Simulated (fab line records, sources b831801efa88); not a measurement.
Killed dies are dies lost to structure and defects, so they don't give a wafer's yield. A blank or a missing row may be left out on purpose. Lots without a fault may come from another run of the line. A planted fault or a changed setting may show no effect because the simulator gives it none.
Which tool did it? | flow sfq_line | 14 lots, 42 wafers sampled, at 1 step of a route of 325

WHAT THE GAUGES READ, wafer by wafer
The record holds no reading of a measuring or inspecting step that can be judged against a usual standard deviation.

WHICH TOOL RAN EACH LOT (tool, then ch and the chambers of the sampled wafers, then the start)
lot  | SFQ_TRILAYER_I0_VIA_LITHO_PEB_034
L623 | litho_track-04 ch 0, day 13 11:08
L624 | litho_track-01 ch 0, day 13 13:41
L625 | litho_track-01 ch 0, day 14 01:59
L626 | litho_track-01 ch 0, day 14 09:11
L627 | litho_track-04 ch 0, day 14 14:01
L628 | litho_track-04 ch 0, day 14 22:25
L630 | litho_track-01 ch 0, day 15 04:23
L635 | litho_track-04 ch 0, day 16 20:35
L637 | litho_track-04 ch 0, day 17 05:01
L638 | litho_track-02 ch 0, day 17 10:59
L642 | litho_track-02 ch 0, day 19 02:33
L643 | litho_track-01 ch 0, day 19 09:45
L644 | litho_track-01 ch 0, day 19 23:57
L646 | litho_track-02 ch 0, day 20 05:35
- SFQ_TRILAYER_I0_VIA_LITHO_PEB_034: peb time 60 s.

WHAT THE TOOLS THEMSELVES READ (means of the sampled wafers that have a number; where no wafer has one, the mark that the record gives instead)
SFQ_TRILAYER_I0_VIA_LITHO_PEB_034. Usual: heater_power_total_W 79.16 W, standard deviation 0.066; plate_temp_C 114.98 C, standard deviation 0.14.
lot  | tool           | heater_power_total_W (W) | plate_temp_C (C) | flag
L623 | litho_track-04 | 79.10                    | 115.11           |
L624 | litho_track-01 | 79.17                    | 115.05           |
L625 | litho_track-01 | 79.22                    | 115.12           |
L626 | litho_track-01 | 79.12                    | 114.76           |
L627 | litho_track-04 | 79.19                    | 114.92           |
L628 | litho_track-04 | 79.17                    | 114.90           |
L630 | litho_track-01 | 79.19                    | 115.02           |
L635 | litho_track-04 | 75.24                    | 110.78           | OFF
L637 | litho_track-04 | 75.31                    | 110.90           | OFF
L638 | litho_track-02 | 79.16                    | 115.11           |
L642 | litho_track-02 | 79.13                    | 114.93           |
L643 | litho_track-01 | 79.14                    | 114.87           |
L644 | litho_track-01 | 79.10                    | 115.16           |
L646 | litho_track-02 | 79.18                    | 115.02           |

THE ANSWER, worked out from the rows above alone
Rule: a lot is off if the mean of its wafers that have a number lies more than 3 standard deviations from the usual mean. A lot without any number at a reading at which 4 lots or more have one is off too. The other lots that the step has rows for count as sound. The gauges are gone through in route order, then the tools' own readings, and for those a lot's mean is taken as printed above. The first step at which some lot is off is used, and at that step the reading that is off furthest; a lot without a number counts as furthest.
Off: L635, L637, at SFQ_TRILAYER_I0_VIA_LITHO_PEB_034 (heater_power_total_W).
A tool fits if, at that step or a process step before it, it ran every lot that is off, and no sound lot after the first of them. One fits: litho_track-04 at SFQ_TRILAYER_I0_VIA_LITHO_PEB_034. Its last sound lot is L628 (day 14 22:25), its first lot that is off L635 (day 16 20:35): a fault that began between those two fits.
The tool's own readings at SFQ_TRILAYER_I0_VIA_LITHO_PEB_034 bear it out: on the lots that are off they differ by more than 5 times the standard deviation of the sound lots' means. heater_power_total_W reads 75.28 W there against 79.16 W on the sound lots; plate_temp_C reads 110.84 C there against 115.00 C on the sound lots.

WHAT THE SIMULATOR HAD PUT IN
Process parameter drift: litho_track-04, from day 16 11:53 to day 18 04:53, at SFQ_TRILAYER_I0_VIA_LITHO_PEB_034. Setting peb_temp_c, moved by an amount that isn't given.
Lots struck among those shown: L635, L637. The rule above found the same.
